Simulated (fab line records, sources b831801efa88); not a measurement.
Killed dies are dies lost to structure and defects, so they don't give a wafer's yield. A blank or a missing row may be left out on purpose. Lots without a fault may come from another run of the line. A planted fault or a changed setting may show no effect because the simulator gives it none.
Which tool did it? | flow gf180mcu | 14 lots, 42 wafers sampled, at 4 steps of a route of 602

WHAT THE GAUGES READ, wafer by wafer
The record holds no reading of a measuring or inspecting step that can be judged against a usual standard deviation.

WHICH TOOL RAN EACH LOT (tool, then ch and the chambers of the sampled wafers, then the start)
lot  | GF_SAB_ETCH_11                     | GF_SALICIDE_RTA_06               | GF_SALICIDE_RTA_08               | GF_CONTACT_PEB_12
L419 | rie_diel-04 ch 0,3, day 15 02:05   | rtp_anneal-01 ch 0, day 15 02:47 | rtp_anneal-02 ch 0, day 15 02:59 | litho_track-02 ch 0, day 16 01:17
L420 | rie_diel-03 ch 1,3, day 15 16:38   | rtp_anneal-01 ch 0, day 15 17:12 | rtp_anneal-02 ch 0, day 15 17:24 | litho_track-04 ch 0, day 16 16:24
L423 | rie_diel-01 ch 0,3, day 16 13:46   | rtp_anneal-01 ch 0, day 16 14:22 | rtp_anneal-02 ch 0, day 16 14:34 | litho_track-04 ch 0, day 17 14:36
L425 | rie_diel-04 ch 0,1,2, day 17 19:20 | rtp_anneal-01 ch 0, day 17 19:55 | rtp_anneal-02 ch 0, day 17 20:07 | litho_track-02, day 18 19:41
L426 | rie_diel-01 ch 0,2,3, day 17 22:29 | rtp_anneal-01 ch 0, day 17 23:04 | rtp_anneal-02 ch 0, day 17 23:16 | litho_track-03, day 18 23:49
L431 | rie_diel-03 ch 0,1, day 19 13:59   | rtp_anneal-01 ch 0, day 19 14:33 | rtp_anneal-02 ch 0, day 19 14:44 | litho_track-02 ch 0, day 20 15:11
L432 | rie_diel-04 ch 1,3, day 19 21:29   | rtp_anneal-01 ch 0, day 19 22:13 | rtp_anneal-02 ch 0, day 19 22:25 | litho_track-02 ch 0, day 20 22:53
L433 | rie_diel-01 ch 1,2,3, day 20 07:17 | rtp_anneal-01 ch 0, day 20 08:02 | rtp_anneal-02 ch 0, day 20 08:14 | litho_track-02 ch 0, day 21 08:52
L435 | rie_diel-01 ch 0,3, day 21 02:43   | rtp_anneal-01 ch 0, day 21 03:18 | rtp_anneal-02 ch 0, day 21 03:29 | litho_track-02 ch 0, day 22 03:08
L436 | rie_diel-04 ch 1,2,3, day 21 08:23 | rtp_anneal-02 ch 0, day 21 08:57 | rtp_anneal-01 ch 0, day 21 09:08 | litho_track-04 ch 0, day 22 08:45
L437 | rie_diel-04 ch 0,2, day 21 22:08   | rtp_anneal-02 ch 0, day 21 22:43 | rtp_anneal-01 ch 0, day 21 22:56 | litho_track-02 ch 0, day 22 22:38
L439 | rie_diel-01 ch 0,2,3, day 22 07:43 | rtp_anneal-02 ch 0, day 22 08:18 | rtp_anneal-01 ch 0, day 22 08:30 | litho_track-03 ch 0, day 23 07:43
L441 | rie_diel-01 ch 1,2,3, day 23 01:37 | rtp_anneal-01 ch 0, day 23 02:11 | rtp_anneal-02 ch 0, day 23 02:23 | litho_track-02 ch 0, day 24 01:29
L442 | rie_diel-01 ch 0,2,3, day 23 03:23 | rtp_anneal-02 ch 0, day 23 03:59 | rtp_anneal-01 ch 0, day 23 04:10 | litho_track-02 ch 0, day 24 03:25
- GF_SAB_ETCH_11: etches SiO2 in C4F8/O2/Ar, target depth 55 nm, time 8.5 s.
- GF_SALICIDE_RTA_06: time 30 s.
- GF_SALICIDE_RTA_08: time 30 s.
- GF_CONTACT_PEB_12: peb time 90 s.

WHAT THE TOOLS THEMSELVES READ (means of the sampled wafers that have a number; where no wafer has one, the mark that the record gives instead)
GF_SAB_ETCH_11. Usual: oes_product_au 0.998 a.u., standard deviation 0.011.
lot  | tool        | oes_product_au (a.u.) | flag
L419 | rie_diel-04 | 0.999                 |
L420 | rie_diel-03 | 1.004                 |
L423 | rie_diel-01 | 0.999                 |
L425 | rie_diel-04 | 0.988                 |
L426 | rie_diel-01 | 0.992                 |
L431 | rie_diel-03 | 1.009                 |
L432 | rie_diel-04 | 0.994                 |
L433 | rie_diel-01 | 1.004                 |
L435 | rie_diel-01 | 0.997                 |
L436 | rie_diel-04 | 0.991                 |
L437 | rie_diel-04 | 0.988                 |
L439 | rie_diel-01 | 0.996                 |
L441 | rie_diel-01 | 0.995                 |
L442 | rie_diel-01 | 0.993                 |

GF_SALICIDE_RTA_06. Usual: lamp_power_pct 6.0 %, standard deviation 0.33; wafer_temp_C_max 532.0, standard deviation 0.53.
lot  | tool          | lamp_power_pct (%) | wafer_temp_C_max | flag
L419 | rtp_anneal-01 | 6.2                | 531.9            |
L420 | rtp_anneal-01 | 6.2                | 531.7            |
L423 | rtp_anneal-01 | 6.2                | 531.6            |
L425 | rtp_anneal-01 | 6.2                | 531.5            |
L426 | rtp_anneal-01 | 6.2                | 531.3            |
L431 | rtp_anneal-01 | 6.2                | 532.1            |
L432 | rtp_anneal-01 | 6.2                | 531.9            |
L433 | rtp_anneal-01 | 6.2                | 531.6            |
L435 | rtp_anneal-01 | 6.2                | 531.5            |
L436 | rtp_anneal-02 | 5.5                | 532.6            |
L437 | rtp_anneal-02 | 5.5                | 532.2            |
L439 | rtp_anneal-02 | 5.5                | 532.3            |
L441 | rtp_anneal-01 | 6.2                | 532.2            |
L442 | rtp_anneal-02 | 5.5                | 532.9            |

GF_SALICIDE_RTA_08. Usual: lamp_power_pct 16.0 %, standard deviation 0.92; wafer_temp_C_max 803.3, standard deviation 0.87.
lot  | tool          | lamp_power_pct (%) | wafer_temp_C_max | flag
L419 | rtp_anneal-02 | 15.3               | 803.6            |
L420 | rtp_anneal-02 | 15.3               | 804.1            |
L423 | rtp_anneal-02 | 15.3               | 803.1            |
L425 | rtp_anneal-02 | 15.3               | 803.5            |
L426 | rtp_anneal-02 | 15.4               | 802.9            |
L431 | rtp_anneal-02 | 15.4               | 803.3            |
L432 | rtp_anneal-02 | 15.3               | 803.8            |
L433 | rtp_anneal-02 | 15.4               | 803.4            |
L435 | rtp_anneal-02 | 15.3               | 804.4            |
L436 | rtp_anneal-01 | 17.3               | 802.4            |
L437 | rtp_anneal-01 | 17.3               | 802.9            |
L439 | rtp_anneal-01 | 17.3               | 802.8            |
L441 | rtp_anneal-02 | 15.3               | 803.4            |
L442 | rtp_anneal-01 | 17.3               | 801.9            |

GF_CONTACT_PEB_12. Usual: chill_plate_temp_C 22.99 C, standard deviation 0.099; exhaust_pa 44.9 Pa, standard deviation 0.83; resist_line_temp_C 23.02 C, standard deviation 0.098.
lot  | tool           | chill_plate_temp_C (C) | exhaust_pa (Pa) | resist_line_temp_C (C) | flag
L419 | litho_track-02 | 22.92                  | 45.2            | 22.98                  |
L420 | litho_track-04 | 22.95                  | 45.7            | 23.01                  |
L423 | litho_track-04 | 22.93                  | 44.5            | 23.07                  |
L425 | litho_track-02 | -                      | -               | -                      | OFF
L426 | litho_track-03 | -                      | -               | -                      | OFF
L431 | litho_track-02 | 22.94                  | 46.7            | 22.93                  |
L432 | litho_track-02 | 22.91                  | 45.2            | 22.90                  |
L433 | litho_track-02 | 22.92                  | 44.8            | 23.10                  |
L435 | litho_track-02 | 22.93                  | 44.5            | 22.96                  |
L436 | litho_track-04 | 22.94                  | 44.6            | 22.96                  |
L437 | litho_track-02 | 22.98                  | 45.8            | 22.91                  |
L439 | litho_track-03 | 23.00                  | 44.6            | 22.90                  |
L441 | litho_track-02 | 23.00                  | 44.2            | 23.11                  |
L442 | litho_track-02 | 23.05                  | 45.3            | 22.96                  |

THE ANSWER, worked out from the rows above alone
Rule: a lot is off if the mean of its wafers that have a number lies more than 3 standard deviations from the usual mean. A lot without any number at a reading at which 4 lots or more have one is off too. The other lots that the step has rows for count as sound. The gauges are gone through in route order, then the tools' own readings, and for those a lot's mean is taken as printed above. The first step at which some lot is off is used, and at that step the reading that is off furthest; a lot without a number counts as furthest.
Off: L425, L426, at GF_CONTACT_PEB_12 (chill_plate_temp_C). Without a number there: L425, L426.
A tool fits if, at that step or a process step before it, it ran every lot that is off, and no sound lot after the first of them. None of those tried fits.

WHAT THE SIMULATOR HAD PUT IN
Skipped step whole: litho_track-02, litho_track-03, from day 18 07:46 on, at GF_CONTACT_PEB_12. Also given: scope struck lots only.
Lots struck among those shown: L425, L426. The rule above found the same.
